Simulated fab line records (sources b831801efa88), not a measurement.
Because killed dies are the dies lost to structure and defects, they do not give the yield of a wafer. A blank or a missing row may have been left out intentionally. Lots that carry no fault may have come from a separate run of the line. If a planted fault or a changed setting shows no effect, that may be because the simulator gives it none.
Which tool is to blame? -- flow sky130 -- Sampling: 13 lots, 39 wafers, 3 of 708 route steps

WHAT THE GAUGES READ, wafer by wafer
SKY_SONOS_ONO_THK_MEAS_01.
lot,measured,on,SONOS_ONO_OXIDATION_THK (nm)
L606,day 11 10:41,film metro-03,2.55 2.54 2.50
L609,day 12 20:56,film metro-02,2.65 2.62 2.72
L612,day 13 13:19,film metro-02,2.56 2.61 2.65
L613,day 13 21:48,film metro-03,2.53 2.58 2.62
L615,day 14 12:01,film metro-04,2.66 2.63 2.62
L618,day 15 11:39,film metro-02,2.61 2.72 2.69
L619,day 15 21:55,film metro-04,2.67 2.68 2.65
L620,day 16 05:32,film metro-02,2.55 2.59 2.63
L621,day 16 10:48,film metro-04,2.68 2.65 2.65
L622,day 16 20:10,film metro-03,2.51 2.52 2.56
L623,day 17 03:28,film metro-03,2.51 2.48 2.54
L624,day 17 09:41,film metro-02,2.66 2.62 2.61
L628,day 18 18:05,film metro-04,2.53 2.55 2.59

SKY_LDD_P_TW_MEAS_11.
lot,measured,on,LDD_P_TW
L606,day 18 19:17,film metro-04,640.5 636.8 637.8
L609,day 20 18:08,film metro-02,646.1 640.3 640.2
L612,day 21 14:10,film metro-01,636.7 636.3 640.1
L613,day 22 04:19,film metro-02,643.6 642.9 642.4
L615,day 22 14:14,film metro-01,639.6 636.6 643.0
L618,day 23 16:22,film metro-02,639.6 642.9 641.5
L619,day 24 01:57,film metro-01,635.9 637.4 636.8
L620,day 24 12:19,film metro-02,642.4 640.8 640.1
L621,day 24 12:38,film metro-04,639.5 638.7 640.1
L622,day 24 23:36,film metro-01,636.0 638.9 635.7
L623,day 25 11:32,film metro-04,644.9 641.8 644.5
L624,day 25 14:32,film metro-01,639.4 639.4 641.8
L628,day 26 22:52,film metro-04,638.4 639.4 637.9

WHICH TOOL RAN EACH LOT (tool, then ch and the chambers of the sampled wafers, then the start)
lot,SKY_NWELL_EXPOSE_20
L606,"iline stepper-02 ch 0, day 4 20:26"
L609,"iline stepper-02 ch 0, day 5 23:22"
L612,"iline stepper-01 ch 0, day 6 12:42"
L613,"iline stepper-02 ch 0, day 6 17:52"
L615,"iline stepper-01 ch 0, day 7 05:34"
L618,"iline stepper-02 ch 0, day 7 22:29"
L619,"iline stepper-01 ch 0, day 8 04:47"
L620,"iline stepper-01 ch 0, day 8 10:34"
L621,"iline stepper-01 ch 0, day 8 14:48"
L622,"iline stepper-01 ch 0, day 8 20:30"
L623,"iline stepper-02 ch 0, day 9 02:17"
L624,"iline stepper-02 ch 0, day 9 09:39"
L628,"iline stepper-02 ch 0, day 10 08:46"
- SKY_NWELL_EXPOSE_20: exposes mask NWM COMPLEMENT, target cd 840 nm.

AS READ BY THE TOOLS THEMSELVES (means over the sampled wafers that have a number; for cases with no such wafer, the mark the record gives instead)
The record holds no such reading with a usual standard deviation.

THE ANSWER, worked out from the rows above alone
Rule: usual is defined by the lots themselves. The widest of any qualifying gaps counts: lots, ordered by their means at a reading, are off when they make up no more than a third of the lots, leave a main group of 4 or more, and stand apart from it by 3 or more times the standard deviation of that group's means. The tables above print the reading to a certain number of digits; a main group whose means all agree to those digits is not used. Also off: a lot with no number at a reading for which 4 or more lots have one. Any other lot the step has rows for is counted as sound. Order of review: gauges by route order, followed by the tools' own readings, for which a lot's mean as printed above is used. At the first step where some lot is off, the reading lying furthest off is the one used; lots without a number count as furthest.
No lot is off on any of the readings shown, so nothing can be concluded from this.

WHAT THE SIMULATOR HAD PUT IN
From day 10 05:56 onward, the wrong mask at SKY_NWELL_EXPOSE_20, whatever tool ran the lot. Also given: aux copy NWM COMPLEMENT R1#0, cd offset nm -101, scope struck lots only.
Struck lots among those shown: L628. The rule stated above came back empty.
